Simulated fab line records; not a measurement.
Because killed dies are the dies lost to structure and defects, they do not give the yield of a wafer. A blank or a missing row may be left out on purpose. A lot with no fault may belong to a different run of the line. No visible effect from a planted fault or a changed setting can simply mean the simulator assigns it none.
A lot that was struck, set against a sound lot    flow sky130    37 out of 708 route steps
Sound: these wafers, L428.1, L428.5, L428.6. Struck: wafers L420.1, L420.2 (left out: L420.6, a lot-mate that was not struck); the cause follows at the end.
Order at every step that has rows: each side's tool, ch and its chambers, its first start. Under that, the readings that differ: sound wafers    struck wafers    difference of the means    sigmas: that difference in standard deviations of wafers without a fault.
alike: a reading whose means differ by less than 2 such deviations, as well as words and numbers matching on both sides. not compared: withheld readings; readings where some wafer has no value; bounds like >300 that might hide an equal value; numbers whose values overlap and for which the record gives no deviation.
Wherever a step has rows on one side only, a row that says differs or no value, or a row with sigmas, the two part there. Numbers that don't overlap but have no deviation are shown without sigmas and don't part them. A reading missing from all wafers of one side parts the sides only when that side holds two or more wafers.

first, 10 steps without rows for these wafers: SKY_VIA3_ETCH_15 (etches SiO2 in C4F8/O2/Ar, stops on TiN, target depth 507 nm, time 78 s); SKY_VIA3_STRIP_16 (strips in O2/N2); SKY_VIA3_STRIP_17 (strips in post etch residue remover, time 1200 s); SKY_VIA3_CLEAN_18 (cleans in IPA, time 180 s); SKY_VIA3_CLEAN_19 (cleans in O3/DIW); SKY_VIA3_SPUTTER_20 (material TiN, target thk 20 nm, time 80 s); SKY_VIA3_CVD_21 (deposits W, target thk 390 nm, time 117.31 s); SKY_VIA3_CMP_24 (polishes, stops on SiO2, t overpolish 20 s, target thk 0 nm); SKY_METAL4_SPUTTER_00 (material Ti, target thk 15 nm, time 10 s); SKY_METAL4_SPUTTER_01 (material TiN, target thk 20 nm, time 16.7 s).
SKY_METAL4_SPUTTER_02: material AlCu, target thk 735 nm, time 39.1 s.
  sound on pvdSputter-02, day 46 06:49; struck on pvdSputter-01, day 44 07:49
reading                                     sound              struck       difference  sigmas
model.AlCu_of_METAL4_SPUTTER_02.thkNm (nm)  743.8 744.1 747.2  989.3 984.5  +241.9      
  alike: chamberPressurePa, throttleValvePct
then, 24 steps without rows for these wafers: SKY_METAL4_SPUTTER_03 (material Ti, target thk 5 nm, time 3.3 s); SKY_METAL4_SPUTTER_04 (material TiN, target thk 70 nm, time 58.3 s); SKY_CAP2M_CVD_00 (deposits SiO2, target thk 15.5 nm); SKY_CAP2M_SPUTTER_02 (material TiN, target thk 200 nm, time 166.7 s); SKY_CAP2M_DEHYDRATE_05 (time 60 s); SKY_CAP2M_HMDS_06 (prime time 60 s); SKY_CAP2M_COAT_07 (resist thk 1140 nm); SKY_CAP2M_SOFTBAKE_08 (time 60 s); SKY_CAP2M_EXPOSE_09 (exposes mask CAP2M, target cd 1000 nm); SKY_CAP2M_PEB_10; SKY_CAP2M_DEVELOP_11 (develop time 60 s); SKY_CAP2M_METAL_ETCH_13 (etches TiN in Cl2/BCl3, stops on SiO2, target depth 220 nm, time 62.9 s); SKY_CAP2M_STRIP_14 (strips in O2/N2); SKY_CAP2M_STRIP_15 (strips in post etch residue remover, time 1200 s); SKY_CAP2M_CLEAN_16 (cleans in IPA, time 180 s); SKY_CAP2M_CLEAN_17 (cleans in O3/DIW); SKY_METAL4_DEHYDRATE_05 (time 60 s); SKY_METAL4_HMDS_06 (prime time 60 s); SKY_METAL4_COAT_07 (resist thk 60 nm); SKY_METAL4_COAT_08 (resist thk 1140 nm); SKY_METAL4_SOFTBAKE_09 (time 90 s); SKY_METAL4_EXPOSE_10 (exposes mask MM4, target cd 300 nm); SKY_METAL4_PEB_11; SKY_METAL4_DEVELOP_12 (develop time 60 s).
SKY_METAL4_METAL_ETCH_18: etches the open film in Cl2/BCl3, stops on SiO2, target depth 845 nm, time 183.1 s.
  sound on rieMetal-02 ch 0,1, day 48 01:22; struck on rieMetal-01 ch 0,1, day 46 04:15
reading              sound              struck       difference  sigmas
oesProductAu (a.u.)  0.873 0.878 0.871  0.986 0.991  +0.114      +17
  alike: drypumpMotorCurrentA, rfFwdPowerW, throttleValvePct
  not compared: rfHoursCounterH
-- the record jumps here: 3 days lie between the struck wafers' starts before and after (it left off in module METAL4 and takes up again in module PAD_OPEN, whose first step shown is number 708 of the route) --
SKY_PAD_OPEN_PROBE_99:
  record: rows for the struck wafers here (prober-01, day 49 15:03), none for the sound ones

== WHERE THEY PART ==
Last at SKY_PAD_OPEN_PROBE_99 as far as this record goes, first at SKY_METAL4_METAL_ETCH_18.

WHY: what had been put in by the simulator
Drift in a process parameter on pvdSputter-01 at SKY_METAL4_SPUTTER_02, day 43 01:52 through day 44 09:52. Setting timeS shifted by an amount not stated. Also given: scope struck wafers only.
